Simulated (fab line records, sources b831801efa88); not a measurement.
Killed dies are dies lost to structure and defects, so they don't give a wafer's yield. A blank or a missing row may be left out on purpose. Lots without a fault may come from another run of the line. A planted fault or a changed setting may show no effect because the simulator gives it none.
Which tool did it? | flow sky130 | 13 lots, 35 wafers sampled, at 5 steps of a route of 708

WHAT THE GAUGES READ, wafer by wafer
SKY_METAL1_CD_MEAS_15: target cd 140 nm. Usual: cd_nm 140.4 nm, standard deviation 1.6.
lot  | measured     | on        | cd_nm (nm)        | flag
L653 | day 34 11:12 | cd_sem-02 | 140.0 139.5 139.0 |
L656 | day 34 11:44 | cd_sem-02 | 139.7 139.0 138.8 |
L652 | day 34 18:41 | cd_sem-02 | 140.3 142.3 141.5 |
L658 | day 35 05:02 | cd_sem-02 | 142.9             |
L659 | day 35 10:26 | cd_sem-02 | 139.6             |
L660 | day 35 19:41 | cd_sem-02 | 140.9 139.2 140.3 |
L661 | day 36 04:52 | cd_sem-02 | 138.0 137.9 137.7 |
L663 | day 36 14:58 | cd_sem-02 | 140.6 140.4 139.1 |
L667 | day 37 20:23 | cd_sem-02 | 141.5 142.1 140.6 |
L670 | day 38 17:26 | cd_sem-02 | 141.3 142.8 143.5 |
L671 | day 39 00:08 | cd_sem-02 | 138.5 139.8 139.5 |
L673 | day 39 17:58 | cd_sem-01 | 141.6 142.8 142.3 |
L675 | day 40 04:04 | cd_sem-02 | 142.0 141.1 142.4 |

SKY_METAL2_CD_MEAS_15: target cd 140 nm. Usual: cd_nm 139.8 nm, standard deviation 1.3.
lot  | measured     | on        | cd_nm (nm)        | flag
L653 | day 36 18:51 | cd_sem-02 | 140.3 142.4 139.6 |
L656 | day 36 20:20 | cd_sem-02 | 141.5 140.8 139.4 |
L652 | day 37 02:02 | cd_sem-02 | 140.1 139.0 139.2 |
L658 | day 37 11:26 | cd_sem-02 | 46.8              | OFF
L659 | day 37 17:59 | cd_sem-02 | 7.0               | OFF
L660 | day 38 02:41 | cd_sem-02 | 140.2 140.2 139.7 |
L661 | day 38 11:47 | cd_sem-02 | 138.7 136.9 138.6 |
L663 | day 38 21:47 | cd_sem-02 | 140.3 140.8 141.9 |
L667 | day 40 00:41 | cd_sem-02 | 139.7 139.9 139.9 |
L670 | day 40 21:02 | cd_sem-01 | 138.8 140.0 140.6 |
L671 | day 41 03:15 | cd_sem-01 | 136.6 136.3 136.7 |
L673 | day 41 21:54 | cd_sem-02 | 140.1 139.6 140.9 |
L675 | day 42 06:28 | cd_sem-02 | 140.7 139.3 138.4 |

SKY_VIA2_CD_MEAS_12: target cd 200 nm. Usual: cd_nm 199.6 nm, standard deviation 1.6.
lot  | measured     | on        | cd_nm (nm)        | flag
L653 | day 37 21:11 | cd_sem-02 | 199.3 199.4 200.4 |
L656 | day 37 23:06 | cd_sem-02 | 202.5 200.7 201.5 |
L652 | day 38 04:47 | cd_sem-02 | 199.7 199.3 198.4 |
L660 | day 39 05:05 | cd_sem-02 | 200.1 200.0 198.0 |
L661 | day 39 13:50 | cd_sem-01 | 199.8 200.0 199.0 |
L663 | day 40 00:03 | cd_sem-01 | 197.0 196.5 195.6 |
L667 | day 41 02:20 | cd_sem-02 | 200.0 201.2 200.4 |
L670 | day 41 23:27 | cd_sem-02 | 202.0 202.8 201.4 |
L671 | day 42 04:32 | cd_sem-01 | 199.9 200.3 199.8 |
L673 | day 42 22:39 | cd_sem-02 | 200.0 199.7 199.9 |
L675 | day 43 07:04 | cd_sem-02 | 198.2 199.0 198.6 |

WHICH TOOL RAN EACH LOT (tool, then ch and the chambers of the sampled wafers, then the start)
lot  | SKY_METAL1_DESCUM_17              | SKY_METAL2_EXPOSE_12
L653 | rie_metal-03 ch 0,1, day 34 11:20 | krf_scanner-01 ch 0, day 36 05:43
L656 | rie_metal-01 ch 0,1, day 34 11:54 | krf_scanner-02 ch 0, day 36 06:56
L652 | rie_metal-01 ch 0, day 34 18:51   | krf_scanner-01 ch 0, day 36 13:07
L658 | rie_metal-01 ch 0, day 35 05:10   | krf_scanner-02 ch 0, day 36 23:13
L659 | rie_metal-01 ch 1, day 35 10:31   | krf_scanner-02 ch 0, day 37 05:28
L660 | rie_metal-03 ch 0,1, day 35 19:49 | krf_scanner-01 ch 0, day 37 13:52
L661 | rie_metal-01 ch 0,1, day 36 04:59 | krf_scanner-01 ch 0, day 37 23:20
L663 | rie_metal-03 ch 0,1, day 36 15:07 | krf_scanner-01 ch 0, day 38 09:35
L667 | rie_metal-02 ch 1, day 37 20:33   | krf_scanner-01 ch 0, day 39 12:58
L670 | rie_metal-01 ch 0,1, day 38 17:36 | krf_scanner-01 ch 0, day 40 09:11
L671 | rie_metal-02 ch 0,1, day 39 00:18 | krf_scanner-01 ch 0, day 40 15:24
L673 | rie_metal-01 ch 0,1, day 39 18:04 | krf_scanner-01 ch 0, day 41 09:53
L675 | rie_metal-03 ch 0,1, day 40 04:12 | krf_scanner-01 ch 0, day 41 18:56
- SKY_METAL1_DESCUM_17: chemistry O2, time 8 s.
- SKY_METAL2_EXPOSE_12: exposes mask MM2, target cd 140 nm.

WHAT THE TOOLS THEMSELVES READ (means of the sampled wafers that have a number; where no wafer has one, the mark that the record gives instead)
SKY_METAL1_DESCUM_17. Usual: drypump_motor_current_A 5.9 A, standard deviation 0.34; oes_product_au 1.000 a.u., standard deviation 0.0078; rf_fwd_power_W 147.1 W, standard deviation 0.88.
lot  | tool         | drypump_motor_current_A (A) | oes_product_au (a.u.) | rf_fwd_power_W (W) | flag
L653 | rie_metal-03 | 5.6                         | 1.001                 | 146.3              |
L656 | rie_metal-01 | 6.3                         | 1.002                 | 146.9              |
L652 | rie_metal-01 | 6.4                         | 0.994                 | 148.3              |
L658 | rie_metal-01 | 6.4                         | 0.993                 | 149.4              |
L659 | rie_metal-01 | 6.2                         | 0.996                 | 147.0              |
L660 | rie_metal-03 | 5.6                         | 0.996                 | 146.9              |
L661 | rie_metal-01 | 6.3                         | 1.000                 | 147.0              |
L663 | rie_metal-03 | 5.6                         | 1.004                 | 146.7              |
L667 | rie_metal-02 | 5.7                         | 1.009                 | 147.0              |
L670 | rie_metal-01 | 6.4                         | 0.997                 | 147.9              |
L671 | rie_metal-02 | 5.7                         | 0.994                 | 147.8              |
L673 | rie_metal-01 | 6.4                         | 0.997                 | 148.0              |
L675 | rie_metal-03 | 5.6                         | 0.996                 | 146.2              |

THE ANSWER, worked out from the rows above alone
Rule: a lot is off if the mean of its wafers that have a number lies more than 3 standard deviations from the usual mean. A lot without any number at a reading at which 4 lots or more have one is off too. The other lots that the step has rows for count as sound. The gauges are gone through in route order, then the tools' own readings, and for those a lot's mean is taken as printed above. The first step at which some lot is off is used, and at that step the reading that is off furthest; a lot without a number counts as furthest.
Off: L658, L659, at SKY_METAL2_CD_MEAS_15 (cd_nm).
A tool fits if, at a process step before that reading, it ran every lot that is off, and no sound lot after the first of them. The gauges at SKY_METAL2_CD_MEAS_15 are tried like those tools. One fits: krf_scanner-02 at SKY_METAL2_EXPOSE_12. Its last sound lot is L656 (day 36 06:56), its first lot that is off L658 (day 36 23:13): a fault that began between those two fits.

WHAT THE SIMULATOR HAD PUT IN
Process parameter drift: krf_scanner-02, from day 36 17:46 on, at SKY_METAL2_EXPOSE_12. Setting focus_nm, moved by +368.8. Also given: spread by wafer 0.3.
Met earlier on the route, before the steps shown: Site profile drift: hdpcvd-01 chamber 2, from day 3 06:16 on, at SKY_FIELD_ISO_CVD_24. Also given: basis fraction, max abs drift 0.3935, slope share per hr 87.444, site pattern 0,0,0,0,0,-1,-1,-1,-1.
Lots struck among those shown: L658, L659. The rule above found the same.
